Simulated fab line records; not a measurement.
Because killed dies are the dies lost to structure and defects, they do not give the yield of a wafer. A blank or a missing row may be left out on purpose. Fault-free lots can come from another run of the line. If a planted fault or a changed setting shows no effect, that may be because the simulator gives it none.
Lot-split experiment + flow gf180mcu + 23 wafers read across 5 lots, on a route 602 steps long

## THE SPLIT
At GF_V2_CMP_04 (polishes SiO2), the setting leaveAboveRefNm was moved away from the recipe's 632.5 nm on 11 of the 23 wafers read, by -6.8% to +2.2%. This setting was run at the recipe's value on the other wafers.

## FROM THE SPLIT TO THE READING: what the file shows between them, 5 steps
- GF_V2_EXPOSE_11: exposes mask Via2, target cd 260 nm (also split here: doseMj)
- GF_V2_PEB_12: peb time 90 s
- GF_V2_DEVELOP_13: develop time 60 s
- GF_V2_CD_MEAS_14: target cd 260 nm
- GF_V2_ETCH_16: etches BARC in N2/H2

## THE READING
oesProductAu, in a.u., at GF_V2_ETCH_17 (etches SiO2 in C4F8/O2/Ar, stops on TiN, target depth 630 nm). Fault-free wafers of this fab line usually give 0.856 a.u., standard deviation 0.0041 a.u.

| wafer  | tool, chamber at the split | leaveAboveRefNm as run, nm | against the recipe | oesProductAu, a.u. | against lot-mates on the recipe |
|--------|----------------------------|----------------------------|--------------------|--------------------|---------------------------------|
| L074.2 | cmp-02, 0                  | 619.7                      | -2.0%              | 0.839              | -0.014                          |
| L074.3 | cmp-02, 2                  | 632.5                      | recipe             | 0.850              | -                               |
| L074.4 | cmp-02, 3                  | 632.5                      | recipe             | 0.855              | -                               |
| L074.5 | cmp-02, 3                  | 619.7                      | -2.0%              | 0.847              | -0.006                          |
| L074.6 | cmp-02, 0                  | 619.7                      | -2.0%              | 0.847              | -0.006                          |
| L076.1 | cmp-02, 2                  | 632.5                      | recipe             | 0.855              | -                               |
| L076.3 | cmp-02, 0                  | 632.5                      | recipe             | 0.849              | -                               |
| L076.6 | cmp-02, 2                  | 632.5                      | recipe             | 0.850              | -                               |
| L077.1 | cmp-01, 1                  | 632.5                      | recipe             | 0.857              | -                               |
| L077.2 | cmp-01, 0                  | 632.5                      | recipe             | 0.861              | -                               |
| L077.4 | cmp-01, 2                  | 646.5                      | +2.2%              | 0.866              | +0.007                          |
| L077.5 | cmp-01, 0                  | 646.5                      | +2.2%              | 0.863              | +0.004                          |
| L077.6 | cmp-01, 1                  | 646.5                      | +2.2%              | 0.875              | +0.016                          |
| L079.2 | cmp-01, 2                  | 589.6                      | -6.8%              | 0.825              | -0.031                          |
| L079.3 | cmp-01, 1                  | 632.5                      | recipe             | 0.853              | -                               |
| L079.4 | cmp-01, 0                  | 589.6                      | -6.8%              | 0.832              | -0.024                          |
| L079.5 | cmp-01, 1                  | 632.5                      | recipe             | 0.857              | -                               |
| L079.6 | cmp-01, 2                  | 632.5                      | recipe             | 0.858              | -                               |
| L083.1 | cmp-01, 1                  | 645.2                      | +2.0%              | 0.867              | +0.010                          |
| L083.2 | cmp-01, 3                  | 645.2                      | +2.0%              | 0.864              | +0.007                          |
| L083.3 | cmp-01, 0                  | 632.5                      | recipe             | 0.859              | -                               |
| L083.4 | cmp-01, 2                  | 632.5                      | recipe             | 0.854              | -                               |
| L083.5 | cmp-01, 1                  | 645.2                      | +2.0%              | 0.868              | +0.011                          |

THE FIT
A straight line over all 23 wafers: oesProductAu changes by +0.00446 a.u. for each +1% of leaveAboveRefNm; r = +0.93; the points scatter about the line by 0.0043 a.u.
The same after taking each lot's own level away (the mean of its wafers on the recipe; 23 wafers): +0.00415 a.u. for each +1%; r = +0.95; scatter 0.0033 a.u.
The reading moves by 0.028 a.u. for the largest change in leaveAboveRefNm, on that fit.
Across the lots, their own levels run from 0.8513 to 0.8590 a.u., a range of 1.9 times the standard deviation given above.
Hence the lot-to-lot level has little effect on the slope; both slopes agree.
Check: with one of the wafers moved furthest among these (-6.8%) left out of the fit, the line predicts -0.026 a.u. for it against its lot-mates. Against them it came out at -0.031 a.u.

## OTHER SPLITS ON THESE WAFERS
Other splits were also applied to these wafers ahead of the reading. Each is held against what the fit with the lots' levels taken away leaves over:
| other split on the same wafers | wafers away from the commonest value | r with oesProductAu (lot level and that fit taken away) |
|--------------------------------|--------------------------------------|---------------------------------------------------------|
| GF_V1_ETCH_17 biasW            | 8                                    | +0.04                                                   |
| GF_V1_CVD_23 pressureTorr      | 15                                   | -0.10                                                   |
| GF_M2_SPUTTER_01 timeS         | 4                                    | +0.13                                                   |
| GF_V2_EXPOSE_11 doseMj         | 5                                    | -0.38                                                   |

## THE WHOLE CHAIN: every reading that the file lists as answering this split, in the file's order
| step          | what it does                                                 | reading                                                                  | change (the file's fit)                   | r (the file's) |
|---------------|--------------------------------------------------------------|--------------------------------------------------------------------------|-------------------------------------------|----------------|
| GF_V2_CMP_04  | polishes SiO2                                                | SiO2_of_V2_CVD_02.thkNm (the simulator's own value, which no gauge read) | +6.38 nm for each +1% of the setting      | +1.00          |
| GF_V2_ETCH_17 | etches SiO2 in C4F8/O2/Ar, stops on TiN, target depth 630 nm | oesProductAu                                                             | +0.00418 a.u. for each +1% of the setting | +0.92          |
| GF_V2_ETCH_17 | etches SiO2 in C4F8/O2/Ar, stops on TiN, target depth 630 nm | V2.featureDepthNm (the simulator's own value, which no gauge read)       | +6.38 nm for each +1% of the setting      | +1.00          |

## THE FILE'S OWN FIT
oesProductAu changes by +0.00418 a.u. for each +1% of leaveAboveRefNm, r = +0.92.
